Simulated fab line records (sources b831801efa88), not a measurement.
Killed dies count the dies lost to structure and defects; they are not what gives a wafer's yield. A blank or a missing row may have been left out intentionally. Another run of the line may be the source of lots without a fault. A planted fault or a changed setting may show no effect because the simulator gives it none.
fab line records    flow sky130
record lots=12  wafers=36  last_day=50
route steps=708 shown VT_ADJUST_LVTN@116 CAPM@540 METAL3@564
lots that met no fault: taken from a fault-free run of the same line
start_h: hours from the record's first day to the start of the lot's first wafer shown    wait_h: how many hours have passed since the lot's step before this one    " same as the row above    L1.1+2: a row that stands for several wafers    - no value present, or no start provided    * or withheld: withheld    < > ~ a bound
route shown NAME@n: names a module that has steps shown in the file, with the first one's number in the route    usual: mean/standard deviation taken from wafers without a fault    same: alike in all rows    chamber/n: place in a boat    sites: the reading at each site    _std_site: standard deviation across them    _edge_site: mean of outer sites minus mean of inner sites    radius_mm: for every site, how far away it sits from the centre of the wafer    mask NAME#n: copy n    behind: the tool/chamber that last shaped the wafer    hold: why the lot was held/for how many hours/how that ended    device: the transistor (n, p or np) that didn't switch    end of line: tests run on the same wafers once the route is complete    a step with no rows: only its recipe    killed: the dies lost at the first sort to structure and to defects; this is not the yield of the wafer    map: dies across one wafer; x = killed, . = not, _ = none there
set.NAME: the run value of the setting; set.NAME@STEP: its run value at that earlier step    model.NAME: the simulator's own value behind a step, which no gauge read
route steps across a sampled set of lots; one table per step, one row per wafer
services: a tool's chamber out of use, with start hour (start_h, from the record's first day; less than 0 if before it), hours out, and reason
## steps
# step SKY_VT_ADJUST_LVTN_IMPLANT_19
# recipe species=B  energy_kev=30  dose_cm2=6.5e+11  tilt_deg=withheld
# usual dose_ions_cm2=6.501e+11/6.6e+08  end_station_pressure_torr=5e-06/2.7e-07  faraday_current_uA=3.67/0.076
lot.wafer  tool          chamber  start_h  wait_h  dose_ions_cm2  end_station_pressure_torr  faraday_current_uA
L572.4     implanter-02  0        171.72   0.1     6.494e+11      5.06e-06                   3.73
L572.5     "             0        "        "       6.492e+11      4.74e-06                   3.54
L572.6     "             0        "        "       6.499e+11      4.84e-06                   3.61
L573.1     implanter-01  0        172.81   0.0     6.499e+11      4.36e-06                   3.69
L573.3     "             0        "        "       6.51e+11       4.48e-06                   3.58
L573.5     "             0        "        "       6.493e+11      4.83e-06                   3.64
L574.3     implanter-04  0        181.40   0.1     6.497e+11      5.12e-06                   3.70
L574.5     "             0        "        "       6.513e+11      4.9e-06                    3.67
L574.6     "             0        "        "       6.503e+11      5.05e-06                   3.72
L575.1     implanter-02  0        186.14   0.0     6.49e+11       5.21e-06                   3.70
L575.4     "             0        "        "       6.496e+11      4.89e-06                   3.70
L575.5     "             0        "        "       6.494e+11      4.75e-06                   3.62
L577.2     implanter-04  0        202.67   0.0     6.499e+11      4.39e-06                   3.73
L577.3     "             0        "        "       6.499e+11      5.01e-06                   3.61
L577.6     "             0        "        "       6.499e+11      5.49e-06                   3.65
L583.1     implanter-02  0        241.44   0.0     9.226e+11      5.53e-06                   5.12
L583.2     "             0        "        "       9.218e+11      4.86e-06                   5.20
L583.5     "             0        "        "       9.229e+11      4.7e-06                    5.01
L585.1     implanter-02  0        255.11   0.0     9.23e+11       4.85e-06                   5.30
L585.2     "             0        "        "       9.219e+11      5e-06                      5.21
L585.4     "             0        "        "       9.225e+11      4.94e-06                   4.96
L589.1     implanter-01  0        279.94   0.0     6.51e+11       4.98e-06                   3.65
L589.5     "             0        "        "       6.501e+11      5.32e-06                   3.72
L589.6     "             0        "        "       6.505e+11      4.69e-06                   3.74
L590.1     implanter-01  0        290.94   0.0     6.5e+11        5.34e-06                   3.79
L590.2     "             0        "        "       6.5e+11        5.03e-06                   3.72
L590.5     "             0        "        "       6.5e+11        4.84e-06                   3.71
L591.1     implanter-04  0        294.26   0.0     6.504e+11      5.18e-06                   3.63
L591.3     "             0        "        "       6.492e+11      5.01e-06                   3.58
L591.4     "             0        "        "       6.5e+11        5.13e-06                   3.62
L593.2     implanter-01  0        315.87   0.0     6.5e+11        4.7e-06                    3.69
L593.3     "             0        "        "       6.494e+11      5.08e-06                   3.73
L593.5     "             0        "        "       6.504e+11      4.62e-06                   3.61
L594.1     implanter-02  0        321.44   0.0     6.504e+11      5.15e-06                   3.63
L594.5     "             0        "        "       6.501e+11      5.36e-06                   3.59
L594.6     "             0        "        "       6.493e+11      5.06e-06                   3.73
# step SKY_VT_ADJUST_LVTN_TW_MEAS_21
# usual VT_ADJUST_LVTN_2_TW=186.8/1.2
lot.wafer  tool           chamber  start_h  wait_h  hold                      VT_ADJUST_LVTN_2_TW
L572.4     film_metro-01  -        171.92   0.1     -                         187.3
L572.5     "              -        "        "       -                         187.4
L572.6     "              -        "        "       -                         187.6
L573.1     film_metro-04  -        173.06   0.1     -                         186.8
L573.3     "              -        "        "       -                         187.9
L573.5     "              -        "        "       -                         186.8
L574.3     film_metro-04  -        181.62   0.1     -                         186.9
L574.5     "              -        "        "       -                         186.8
L574.6     "              -        "        "       -                         186.9
L575.1     film_metro-01  -        186.39   0.1     -                         187.2
L575.4     "              -        "        "       -                         186.8
L575.5     "              -        "        "       -                         186.1
L577.2     film_metro-02  -        202.90   0.1     -                         185.9
L577.3     "              -        "        "       -                         186.3
L577.6     "              -        "        "       -                         186.8
L583.1     film_metro-02  -        241.69   0.1     await_dispo/0.2h/release  203.2
L583.2     "              -        "        "       await_dispo/0.2h/release  203.2
L583.5     "              -        "        "       await_dispo/0.2h/release  203.5
L583.1     film_metro-02  -        241.92   0.2     -                         203.2
L583.2     "              -        "        "       -                         204.9
L583.5     "              -        "        "       -                         204.9
L585.1     film_metro-02  -        255.36   0.1     await_dispo/0.2h/release  203.7
L585.2     "              -        "        "       await_dispo/0.2h/release  204.7
L585.4     "              -        "        "       await_dispo/0.2h/release  204.1
L585.1     film_metro-02  -        255.59   0.2     -                         203.1
L585.2     "              -        "        "       -                         203.5
L585.4     "              -        "        "       -                         204.4
L589.1     film_metro-02  -        280.19   0.1     -                         186.5
L589.5     "              -        "        "       -                         185.1
L589.6     "              -        "        "       -                         185.0
L590.1     film_metro-04  -        291.19   0.1     -                         188.5
L590.2     "              -        "        "       -                         189.2
L590.5     "              -        "        "       -                         188.5
L591.1     film_metro-01  -        294.51   0.1     -                         187.2
L591.3     "              -        "        "       -                         187.6
L591.4     "              -        "        "       -                         188.0
L593.2     film_metro-01  -        316.10   0.1     -                         188.5
L593.3     "              -        "        "       -                         187.1
L593.5     "              -        "        "       -                         187.7
L594.1     film_metro-02  -        321.69   0.1     -                         186.3
L594.5     "              -        "        "       -                         186.9
L594.6     "              -        "        "       -                         186.2
# step SKY_CAPM_RS_MEAS_03
# recipe thk_meas_gauge=four-point-probe  reads=TiN_of_CAPM_SPUTTER_02
# usual CAPM_TIN_RS=6.92/0.08
lot.wafer  tool           chamber  start_h  wait_h  CAPM_TIN_RS[ohm/sq]
L572.4     film_metro-02  -        860.85   0.1     6.90
L572.5     "              -        "        "       6.95
L572.6     "              -        "        "       6.91
L573.1     film_metro-02  -        863.19   0.1     6.80
L573.3     "              -        "        "       6.86
L573.5     "              -        "        "       6.96
L574.3     film_metro-03  -        878.44   0.1     6.99
L574.5     "              -        "        "       6.89
L574.6     "              -        "        "       7.01
L575.1     film_metro-02  -        879.35   0.1     6.91
L575.4     "              -        "        "       7.08
L575.5     "              -        "        "       7.04
L577.2     film_metro-03  -        895.96   0.1     6.92
L577.3     "              -        "        "       6.91
L577.6     "              -        "        "       6.83
L583.1     film_metro-02  -        940.50   0.1     6.89
L583.2     "              -        "        "       6.91
L583.5     "              -        "        "       6.94
L585.1     film_metro-02  -        954.27   0.1     6.88
L585.2     "              -        "        "       6.90
L585.4     "              -        "        "       6.99
L589.1     film_metro-02  -        974.19   0.1     6.95
L589.5     "              -        "        "       6.85
L589.6     "              -        "        "       6.98
L590.1     film_metro-02  -        986.54   0.1     6.97
L590.2     "              -        "        "       6.85
L590.5     "              -        "        "       6.90
L591.1     film_metro-03  -        991.19   0.1     6.85
L591.3     "              -        "        "       6.82
L591.4     "              -        "        "       6.81
L593.2     film_metro-02  -        1007.11  0.1     6.98
L593.3     "              -        "        "       6.93
L593.5     "              -        "        "       7.01
L594.1     film_metro-04  -        1013.84  0.1     6.91
L594.5     "              -        "        "       6.85
L594.6     "              -        "        "       6.97
# step SKY_METAL3_OVL_MEAS_14
# usual METAL3_OVL=-1/6.5
lot.wafer  tool        chamber  start_h  wait_h  METAL3_OVL[nm]
L572.4     overlay-02  -        912.70   0.1     1
L572.5     "           -        "        "       1
L572.6     "           -        "        "       1
L573.1     overlay-01  -        913.54   0.1     -8
L573.3     "           -        "        "       -3
L573.5     "           -        "        "       0
L574.3     overlay-01  -        928.66   0.1     8
L574.5     "           -        "        "       7
L574.6     "           -        "        "       4
L575.1     overlay-02  -        929.39   0.1     -10
L575.4     "           -        "        "       -6
L575.5     "           -        "        "       -8
L577.2     overlay-02  -        946.79   0.1     13
L577.3     "           -        "        "       5
L577.6     "           -        "        "       5
L583.1     overlay-02  -        989.05   0.1     -3
L583.2     "           -        "        "       -6
L583.5     "           -        "        "       -4
L585.1     overlay-02  -        1001.74  0.1     1
L585.2     "           -        "        "       6
L585.4     "           -        "        "       7
L589.1     overlay-01  -        1021.09  0.1     -1
L589.5     "           -        "        "       -1
L589.6     "           -        "        "       14
L590.1     overlay-01  -        1033.14  0.1     10
L590.2     "           -        "        "       4
L590.5     "           -        "        "       6
L591.1     overlay-02  -        1037.64  0.1     -2
L591.3     "           -        "        "       5
L591.4     "           -        "        "       -4
L593.2     overlay-01  -        1052.54  0.1     -9
L593.3     "           -        "        "       5
L593.5     "           -        "        "       -6
L594.1     overlay-01  -        1059.45  0.1     0
L594.5     "           -        "        "       -2
L594.6     "           -        "        "       -2
# step SKY_METAL3_ETCH_17
# recipe target=SiO2  stop_on=TiN  chemistry=C4F8/O2/Ar  source_w=1500  bias_w=1200  pressure_mtorr=40  c4f8_flow_sccm=withheld  O2_flow_sccm=6  Ar_flow_sccm=300  time_s=3.9  target_depth_a=150
# usual oes_product_au=0.756/0.0078  rf_fwd_power_W=1471/7.5
lot.wafer  tool         chamber  start_h  wait_h  oes_product_au  rf_fwd_power_W  rf_hours_counter_h
L572.4     rie_diel-04  1        912.85   0.0     0.760           1481            12
L572.5     "            3        "        "       0.768           1480            -
L572.6     "            0        "        "       0.760           1466            -
L573.1     rie_diel-01  2        913.71   0.1     0.752           1468            16
L573.3     "            3        "        "       0.738           1481            4
L573.5     "            1        "        "       0.747           1477            -
L574.3     rie_diel-01  0        928.94   0.1     0.749           1465            5
L574.5     "            1        "        "       0.764           1461            -
L574.6     "            2        "        "       0.754           1465            -
L575.1     rie_diel-01  0        929.68   0.2     0.758           1471            5
L575.4     "            1        "        "       0.745           1471            14
L575.5     "            2        "        "       0.763           1461            -
L577.2     rie_diel-01  0        946.95   0.1     0.746           1477            5
L577.3     "            2        "        "       0.751           1461            17
L577.6     "            1        "        "       0.758           1471            -
L583.1     rie_diel-01  3        989.21   0.1     0.750           1480            7
L583.2     "            1        "        "       0.750           1467            16
L583.5     "            0        "        "       0.760           1473            -
L585.1     rie_diel-04  3        1001.90  0.1     0.750           1476            13
L585.2     "            2        "        "       0.755           1473            14
L585.4     "            3        "        "       0.755           1476            -
L589.1     rie_diel-03  2        1021.25  0.1     0.748           1449            13
L589.5     "            2        "        "       0.755           1458            -
L589.6     "            3        "        "       0.767           1458            -
L590.1     rie_diel-04  1        1033.30  0.1     0.762           1474            17
L590.2     "            2        "        "       0.761           1472            15
L590.5     "            0        "        "       0.765           1476            -
L591.1     rie_diel-01  0        1037.80  0.1     0.743           1467            8
L591.3     "            2        "        "       0.757           1457            20
L591.4     "            3        "        "       0.757           1473            8
L593.2     rie_diel-04  0        1052.70  0.1     0.763           1470            25
L593.3     "            1        "        "       0.757           1480            17
L593.5     "            1        "        "       0.769           1482            -
L594.1     rie_diel-01  0        1059.62  0.1     0.760           1472            9
L594.5     "            1        "        "       0.779           1468            -
L594.6     "            0        "        "       0.766           1473            -
## services
tool          chamber  start_h  hours  kind
implanter-02  -        169.92   1.7    repair
rie_diel-01   1        197.18   2.0    repair
rie_diel-01   3        200.22   5.6    repair
rie_diel-01   3        233.87   14.2   repair
implanter-02  -        253.59   0.7    repair
implanter-02  -        296.85   6.0    repair
rie_diel-01   3        376.95   15.5   repair
implanter-02  -        430.52   1.6    repair
implanter-02  -        437.27   3.5    repair
rie_diel-01   2        440.05   2.8    repair
rie_diel-01   -        457.21   0.9    repair
rie_diel-01   1        469.77   4.8    repair
implanter-02  -        472.12   1.3    repair
implanter-02  -        511.91   2.9    pm
implanter-02  -        535.03   6.1    pm
rie_diel-01   -        593.50   1.2    repair
rie_diel-01   3        641.79   8.6    repair
rie_diel-01   0        666.30   5.0    repair
rie_diel-01   2        676.36   3.9    repair
rie_diel-01   0        680.42   3.5    repair
rie_diel-01   3        708.00   5.0    repair
rie_diel-01   3        824.57   10.7   repair
rie_diel-01   3        891.73   8.0    repair
rie_diel-01   -        925.35   2.8    pm
## key
first_sign step=SKY_VT_ADJUST_LVTN_IMPLANT_19  reading=dose_ions_cm2  direction=up  sigmas=99+  usual=*  struck=*
effect step=SKY_VT_ADJUST_LVTN_IMPLANT_19  reading=faraday_current_uA  direction=up  sigmas=19  usual=3.67  struck=5.13
effect step=SKY_VT_ADJUST_LVTN_TW_MEAS_21  reading=visit  direction=added
effect step=SKY_VT_ADJUST_LVTN_TW_MEAS_21  reading=VT_ADJUST_LVTN_2_TW  direction=up  sigmas=14  usual=186.8  struck=203.7
met_at SKY_VT_ADJUST_LVTN_IMPLANT_19
struck_lots L583,L585
tester_left_out L583,L585
not_acting_at SKY_CAPM_RS_MEAS_03,SKY_METAL3_OVL_MEAS_14,SKY_METAL3_ETCH_17
onset_between 186.14 241.44
fault kind=process_parameter_drift  tool=implanter-02  chamber=-  onset_h=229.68  steps=SKY_VT_ADJUST_LVTN_IMPLANT_19  channel=dose_cm2  offset=*  shape=step  end_h=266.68  acts_in=*  stated=*
# tester_left_out: of these lots the tester's yield and bins aren't shown, on N5 and GAA mostly nor the transistor test; their killed dies are dies lost to structure and defects alone, not to doping, threshold or leakage, so they don't give the yield
